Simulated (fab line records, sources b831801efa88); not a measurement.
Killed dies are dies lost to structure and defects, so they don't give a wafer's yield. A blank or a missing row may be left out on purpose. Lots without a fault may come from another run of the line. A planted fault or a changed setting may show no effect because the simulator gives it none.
A struck lot beside a sound one | flow sky130 | 17 steps out of a route of 708
Sound: wafers L786.1, L786.4, L786.6. Struck: wafers L777.1, L777.4, L777.6. The cause comes at the end.
At each step with rows: each side's tool, then ch and its chambers, then its first start. Under that, the readings that differ: sound wafers | struck wafers | difference of the means | sigmas: that difference in standard deviations of wafers without a fault.
alike: readings whose means differ by less than 2 such deviations, and words and numbers that are the same on both sides. not compared: withheld readings, readings that some wafer has no value for, bounds like >300 that may hide the same value, and numbers for which the record gives no deviation and whose values overlap.
The two part at a step that has a row with sigmas, a row that says differs or no value, or rows on one side only. Numbers that don't overlap but have no deviation are shown without sigmas and don't part them. A reading that every wafer of one side lacks parts them only if that side has two wafers or more.

SKY_LI_CONTACT_CMP_02: polishes PSG.
  sound on cmp-01 ch 1,2,3, day 32 07:13; struck on cmp-01 ch 1,2, day 29 11:52
  alike: motor_current_A, time_to_endpoint_s
SKY_LI_CONTACT_BOW_MEAS_03:
  sound on film_metro-01, day 32 07:25; struck on film_metro-02, day 29 12:07
  alike: LI_CONTACT_BOW
then, 8 steps without rows for these wafers: SKY_LI_CONTACT_DEHYDRATE_04 (time 60 s); SKY_LI_CONTACT_HMDS_05 (prime time 60 s); SKY_LI_CONTACT_COAT_06 (resist thk 60 nm); SKY_LI_CONTACT_COAT_07 (resist thk 450 nm); SKY_LI_CONTACT_SOFTBAKE_08 (time 90 s); SKY_LI_CONTACT_EXPOSE_09 (exposes mask LICM1, target cd 170 nm); SKY_LI_CONTACT_PEB_10; SKY_LI_CONTACT_DEVELOP_11 (develop time 60 s).
SKY_LI_CONTACT_CD_MEAS_12: target cd 170 nm.
  sound on cd_sem-02, day 33 11:03; struck on cd_sem-02, day 30 16:22
  alike: cd_nm
SKY_LI_CONTACT_OVL_MEAS_13:
  sound on overlay-01, day 33 11:10; struck on overlay-02, day 30 16:29
  alike: LI_CONTACT_OVL
SKY_LI_CONTACT_ETCH_14: etches BARC in N2/H2, stops on SiO2, time 45.9 s, target depth 60 nm.
  sound on rie_diel-01 ch 0,1, day 33 11:13; struck on rie_diel-03 ch 1,3, day 30 16:31
  no value came back on the struck wafers for any of 6 readings (bias_w (W), chamber_pressure_mTorr (mTorr) and others); on the sound wafers bias_w (W) reads 99.39 100.34 99.81
  reading                                           | sound             | struck            | difference | sigmas
  model.KrF-thick_of_LI_CONTACT_COAT_07.thk_nm (nm) | 391.9 393.5 394.3 | 438.3 437.1 438.5 | +44.7      |
  not compared: rf_hours_counter_h
SKY_LI_CONTACT_ETCH_15: etches PSG in C4F8/O2/Ar, stops on Si, target depth 600 nm.
  sound on rie_diel-01 ch 0,1, day 33 11:15; struck on rie_diel-03 ch 1,3, day 30 16:34
  reading                                           | sound             | struck            | difference | sigmas
  oes_product_au (a.u.)                             | 0.832 0.841 0.838 | 0.376 0.375 0.379 | -0.460     | -99 or more
  model.KrF-thick_of_LI_CONTACT_COAT_07.thk_nm (nm) | 227.8 233.3 232.4 | 283.3 277.3 277.8 | +48.3      |
  alike: bias_w, chamber_pressure_mTorr
SKY_LI_CONTACT_STRIP_16: strips in O2/N2.
  sound on plasma_asher-01 ch 1, day 33 11:20; struck on plasma_asher-01 ch 0,1, day 30 16:39
  reading                      | sound             | struck            | difference | sigmas
  oes_product_au (a.u.)        | 0.371 0.385 0.380 | 0.399 0.393 0.389 | +0.015     | +3
  strip_time_to_endpoint_s (s) | 3.46 3.52 3.49    | 4.03 4.00 3.99    | +0.52      | +12
  alike: drypump_motor_current_A
  not compared: rf_hours_counter_h
then, 1 step without rows for these wafers: SKY_LI_CONTACT_CLEAN_17 (cleans in NMP, time 600 s).
-- the record jumps here: 16 days lie between the struck wafers' starts before and after (it left off in module LI_CONTACT and takes up again in module PAD_OPEN, whose first step shown is number 708 of the route) --
SKY_PAD_OPEN_PROBE_99:
  the record has rows for the struck wafers here (prober-02, day 46 22:10) and none for the sound ones

WHERE THEY PART
First at SKY_LI_CONTACT_ETCH_14; last, within this record, at SKY_PAD_OPEN_PROBE_99.

WHY: what the simulator had put in
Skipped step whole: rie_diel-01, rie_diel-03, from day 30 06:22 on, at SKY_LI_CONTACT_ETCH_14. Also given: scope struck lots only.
